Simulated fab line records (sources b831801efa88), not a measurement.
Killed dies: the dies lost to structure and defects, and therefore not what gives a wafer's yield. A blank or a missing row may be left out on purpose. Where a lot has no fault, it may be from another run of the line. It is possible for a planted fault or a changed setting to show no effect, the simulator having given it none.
fab line records | flow sky130
record lots=6 wafers=18 lastDay=49
route steps=708 shown VIA2@510
lots untouched by any fault: they come from a run of this same line in which no faults occurred
startH: hours from the record's first day to the start of the lot's first wafer shown | waitH: hours from the lot's prior step to this one | " unchanged from the row above | L1.1+2: a row that stands for several wafers | - either no value or no given start | * or withheld: withheld | < > ~ a bound
route shown NAME@n: a module of which the file shows steps, and the number in the route of the first | usual: mean and standard deviation over wafers with no fault | same: alike in all rows | chamber/n: place in a boat | sites: each site's reading | _std_site: standard deviation across them | _edge_site: outer sites' mean less inner sites' | radiusMm: for every site, how far away it sits from the centre of the wafer | mask NAME#n: copy n | behind: the tool/chamber that last shaped the wafer | hold: reason for holding the lot/hours on hold/outcome of the hold | device: the transistor (n, p or np) that didn't switch | end of line: the route-end tests of the same wafers | a step with no rows: only its recipe | killed: the dies lost at the first sort to structure and to defects; this is not the yield of the wafer | map: a wafer's dies, marking killed ones x, the rest . and places with no die _
set.NAME: the setting that was run; set.NAME@STEP: the one run at that earlier step | model.NAME: the simulator's own value behind a step, which no gauge read
certain route steps with their lots: each step a table, each wafer a row
services: the hour from which a tool's chamber was out of use, counted from the record's first day as startH (under 0 if before that day), plus the number of hours and why
## steps
# step SKY_VIA2_BOW_MEAS_03
# recipe mode=bow
# usual VIA2_BOW=85/6.7
# columns lot.wafer tool chamber startH waitH VIA2_BOW[um]
L386.2 filmMetro-03 - 895.45 0.2 93
L386.4 " - " " 98
L386.5 " - " " 95
L388.1 filmMetro-04 - 897.23 0.1 93
L388.2 " - " " 84
L388.5 " - " " 81
L387.1 filmMetro-03 - 903.48 0.1 88
L387.2 " - " " 91
L387.6 " - " " 86
L391.2 filmMetro-04 - 922.63 0.3 82
L391.5 " - " " 79
L391.6 " - " " 82
L396.1 filmMetro-04 - 956.99 0.2 86
L396.4 " - " " 79
L396.5 " - " " 84
L397.2 filmMetro-02 - 971.78 0.2 84
L397.4 " - " " 80
L397.6 " - " " 96
# step SKY_VIA2_DEHYDRATE_04
# recipe tempC=200 timeS=60
# step SKY_VIA2_HMDS_05
# recipe primeTimeS=60 primeTempC=120
# step SKY_VIA2_COAT_06
# recipe resist=BARC tempC=withheld timeS=withheld spinRpm=3000 resistThkNm=60
# step SKY_VIA2_COAT_07
# recipe resist=KrF-thick spinRpm=3000 resistThkNm=450
# step SKY_VIA2_SOFTBAKE_08
# recipe tempC=100 timeS=90 resist=KrF-thick
# step SKY_VIA2_EXPOSE_09
# recipe maskId=VIM2 na=0.8 sourceShape=annular sigmaInner=0.55 sigmaOuter=0.85 targetCdNm=200 doseMj=38
# step SKY_VIA2_PEB_10
# recipe pebTempC=withheld pebTimeS=withheld resist=KrF-thick
# step SKY_VIA2_DEVELOP_11
# recipe developTimeS=60 resist=KrF-thick devTempC=21
# step SKY_VIA2_CD_MEAS_12
# recipe targetCdNm=200
# usual cdNm=200.7/1.4
# columns lot.wafer tool chamber startH waitH cdNm
L386.2 cdSem-02 - 920.89 - 201.1
L386.4 " - " " 200.8
L386.5 " - " " 200.4
L388.1 cdSem-01 - 922.23 - 198.5
L388.2 " - " " 198.6
L388.5 " - " " 198.9
L387.1 cdSem-01 - 927.86 - 199.3
L387.2 " - " " 198.9
L387.6 " - " " 201.3
L391.2 cdSem-01 - 947.49 - 201.3
L391.5 " - " " 201.3
L391.6 " - " " 200.7
L396.1 cdSem-02 - 981.06 - 201.3
L396.4 " - " " 201.4
L396.5 " - " " 201.2
L397.2 cdSem-01 - 995.11 - 200.9
L397.4 " - " " 203.3
L397.6 " - " " 202.4
# step SKY_VIA2_OVL_MEAS_13
# usual VIA2_OVL=4/5.1
# columns lot.wafer tool chamber startH waitH VIA2_OVL[nm]
L386.2 overlay-01 - 920.99 0.1 5
L386.4 " - " " 5
L386.5 " - " " 3
L388.1 overlay-02 - 922.35 0.1 -7
L388.2 " - " " 1
L388.5 " - " " -5
L387.1 overlay-01 - 927.98 0.1 4
L387.2 " - " " -2
L387.6 " - " " 2
L391.2 overlay-01 - 947.59 0.1 1
L391.5 " - " " 4
L391.6 " - " " -1
L396.1 overlay-02 - 981.18 0.1 -1
L396.4 " - " " 4
L396.5 " - " " 4
L397.2 overlay-02 - 995.22 0.1 3
L397.4 " - " " -1
L397.6 " - " " 9
# step SKY_VIA2_ETCH_14
# recipe chemistry=N2/H2 target=BARC ionEnergyEv=200 sourceW=500 biasW=100 pressureMtorr=30 n2FlowSccm=100 h2FlowSccm=200 stopOn=SiO2 timeS=45.9 targetDepthA=600
# usual biasW=100.01/0.27 chamberPressureMTorr=30.00/0.031 drypumpMotorCurrentA=5.7/0.58 oesProductAu=0.855/0.0045 rfFwdPowerW=494.7/2.3 throttleValvePct=13.225/0.0089
# columns lot.wafer tool chamber startH waitH biasW chamberPressureMTorr drypumpMotorCurrentA oesProductAu rfFwdPowerW rfHoursCounterH throttleValvePct
L386.2 rieDiel-03 3 921.02 0.0 99.93 30.00 5.4 0.855 494.7 12 13.224
L386.4 " 1 " " 100.21 30.02 6.0 0.858 495.5 - 13.220
L386.5 " 3 " " 100.13 29.99 5.4 0.855 497.3 - 13.228
L388.1 rieDiel-04 3 922.39 0.0 99.71 30.01 5.8 0.855 497.7 17 13.232
L388.2 " 1 " " 100.00 29.99 5.1 0.856 496.2 18 13.234
L388.5 " 3 " " 99.45 30.00 5.9 0.847 496.8 - 13.232
L387.1 rieDiel-02 2 928.02 0.0 99.48 30.00 6.6 0.860 493.1 5 13.224
L387.2 " 1 " " 100.07 30.00 4.8 0.851 498.2 8 13.224
L387.6 " 0 " " 99.99 29.98 5.2 0.857 492.3 - 13.222
L391.2 rieDiel-03 0 947.62 0.0 100.10 30.04 5.8 0.852 491.1 11 13.228
L391.5 " 2 " " 99.97 30.00 6.4 0.858 493.8 - 13.229
L391.6 " 3 " " 99.28 30.01 5.4 0.861 492.2 - 13.209
L396.1 rieDiel-02 1 981.22 0.0 99.85 29.97 4.8 0.850 498.6 9 13.237
L396.4 " 1 " " 100.29 29.98 4.8 0.853 495.2 - 13.237
L396.5 " 3 " " 100.71 29.97 4.8 0.851 492.3 - 13.218
L397.2 rieDiel-04 0 995.25 0.0 100.24 30.04 5.5 0.858 494.8 5 13.214
L397.4 " 2 " " 100.15 29.99 6.4 0.858 496.3 21 13.223
L397.6 " 3 " " 100.07 30.01 5.9 0.856 496.2 - 13.224
# step SKY_VIA2_ETCH_15
# recipe target=SiO2 chemistry=C4F8/O2/Ar targetDepthNm=546 stopOn=TiN maskMaterial=KrF-thick sourceW=1500 biasW=1200 pressureMtorr=40 c4f8FlowSccm=withheld O2_flow_sccm=6 Ar_flow_sccm=300 timeS=84
# usual biasW=1200/3.5 chamberPressureMTorr=40.00/0.041 oesProductAu=0.939/0.0047 rfFwdPowerW=1490/6.2
# columns lot.wafer tool chamber startH waitH biasW chamberPressureMTorr oesProductAu rfFwdPowerW rfHoursCounterH model.KrF-thick_of_VIA2_COAT_07.thkNm
L386.2 rieDiel-03 3 921.07 0.0 1203 40.02 0.939 1486 12 284.5
L386.4 " 1 " " 1202 39.95 0.939 1489 - 286.1
L386.5 " 3 " " 1203 40.00 0.939 1491 - 282.7
L388.1 rieDiel-04 3 922.43 0.0 1198 40.02 0.935 1503 17 281.1
L388.2 " 1 " " 1200 40.01 0.943 1487 18 282.1
L388.5 " 3 " " 1203 39.99 0.936 1499 - 280.4
L387.1 rieDiel-02 2 928.06 0.0 1199 40.07 0.936 1494 5 285.3
L387.2 " 1 " " 1201 39.99 0.938 1491 8 282.3
L387.6 " 0 " " 1201 40.05 0.946 1484 - 279.7
L391.2 rieDiel-03 0 947.67 0.0 1203 39.94 0.941 1481 11 285.3
L391.5 " 2 " " 1198 40.08 0.935 1489 - 290.3
L391.6 " 3 " " 1200 39.96 0.932 1492 - 284.3
L396.1 rieDiel-02 1 981.26 0.0 - - - - - 392.3
L396.4 " 1 " " - - - - - 392.5
L396.5 " 3 " " - - - - - 391.9
L397.2 rieDiel-04 0 995.29 0.0 - - - - - 393.5
L397.4 " 2 " " - - - - - 391.5
L397.6 " 3 " " - - - - - 391.3
# step SKY_VIA2_STRIP_16
# recipe chemistry=O2/N2 powerW=1400 pressureMtorr=1500 platenTempC=withheld o2FlowSccm=3000 n2FlowSccm=300 overashFraction=0.5
# usual drypumpMotorCurrentA=5.8/0.43 oesProductAu=0.399/0.0047 stripTimeToEndpointS=4.061/0.028
# columns lot.wafer tool chamber startH waitH drypumpMotorCurrentA oesProductAu rfHoursCounterH stripTimeToEndpointS
L386.2 plasmaAsher-01 1 921.13 0.0 5.7 0.398 111 4.075
L386.4 " 0 " " 6.3 0.402 - 4.084
L386.5 " 1 " " 5.7 0.395 - 4.055
L388.1 plasmaAsher-02 0 922.49 0.0 4.8 0.400 78 4.029
L388.2 " 1 " " 5.9 0.397 78 4.022
L388.5 " 0 " " 4.8 0.408 - 4.012
L387.1 plasmaAsher-04 1 928.12 0.0 5.9 0.395 51 4.057
L387.2 " 0 " " 6.0 0.396 51 4.032
L387.6 " 1 " " 5.9 0.393 - 4.008
L391.2 plasmaAsher-01 0 947.73 0.0 6.3 0.397 114 4.070
L391.5 " 1 " " 5.6 0.398 - 4.110
L391.6 " 0 " " 6.3 0.398 - 4.050
L396.1 plasmaAsher-01 0 981.32 0.0 6.3 0.445 117 5.185
L396.4 " 0 " " 6.3 0.458 - 5.194
L396.5 " 0 " " 6.3 0.443 - 5.174
L397.2 plasmaAsher-04 0 995.35 0.0 6.0 0.450 58 5.215
L397.4 " 1 " " 5.9 0.448 - 5.202
L397.6 " 1 " " 5.9 0.447 - 5.173
# step SKY_VIA2_STRIP_17
# recipe chemistry=postEtchResidueRemover timeS=1200 tempC=72.5
## services
# columns tool chamber startH hours kind
rieDiel-03 2 918.71 - clean
rieDiel-03 2 918.71 22.4 scheduledDown
rieDiel-03 2 918.71 22.4 ventCycle
plasmaAsher-02 - 929.35 5.5 repair
rieDiel-02 1 940.97 7.1 repair
plasmaAsher-04 - 977.56 0.6 repair
rieDiel-02 0 980.81 16.0 repair
plasmaAsher-02 - 985.82 14.6 pm
rieDiel-02 3 987.27 14.8 repair
## key
firstSign step=SKY_VIA2_ETCH_15 reading=toolRecord direction=missing
effect step=SKY_VIA2_STRIP_16 reading=stripTimeToEndpointS direction=up sigmas=40 usual=* struck=*
modelEffect step=SKY_VIA2_ETCH_15 value=KrF-thick_of_VIA2_COAT_07.thkNm without=283.5 struck=392.1
metAt SKY_VIA2_ETCH_15
struckWafers L396.1,L396.4,L396.5,L397.2,L397.4,L397.6
laterRowsLeftOut L396.1,L396.4,L396.5,L397.2,L397.4,L397.6
sortLeftOut L396.1,L396.4,L396.5,L397.2,L397.4,L397.6
onsetBetween 947.67 981.26
fault kind=skippedStepWhole tool=rieDiel-02,rieDiel-03,rieDiel-04 chamber=- onsetH=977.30 steps=SKY_VIA2_ETCH_15 scope=struckLotsOnly
# sortLeftOut: the simulated sort isn't trusted on such a fault, so these wafers' sort isn't shown, and their yield isn't known
# laterRowsLeftOut: the simulator's readings of these wafers behind a module that went badly wrong aren't trusted and aren't shown, but for the sort
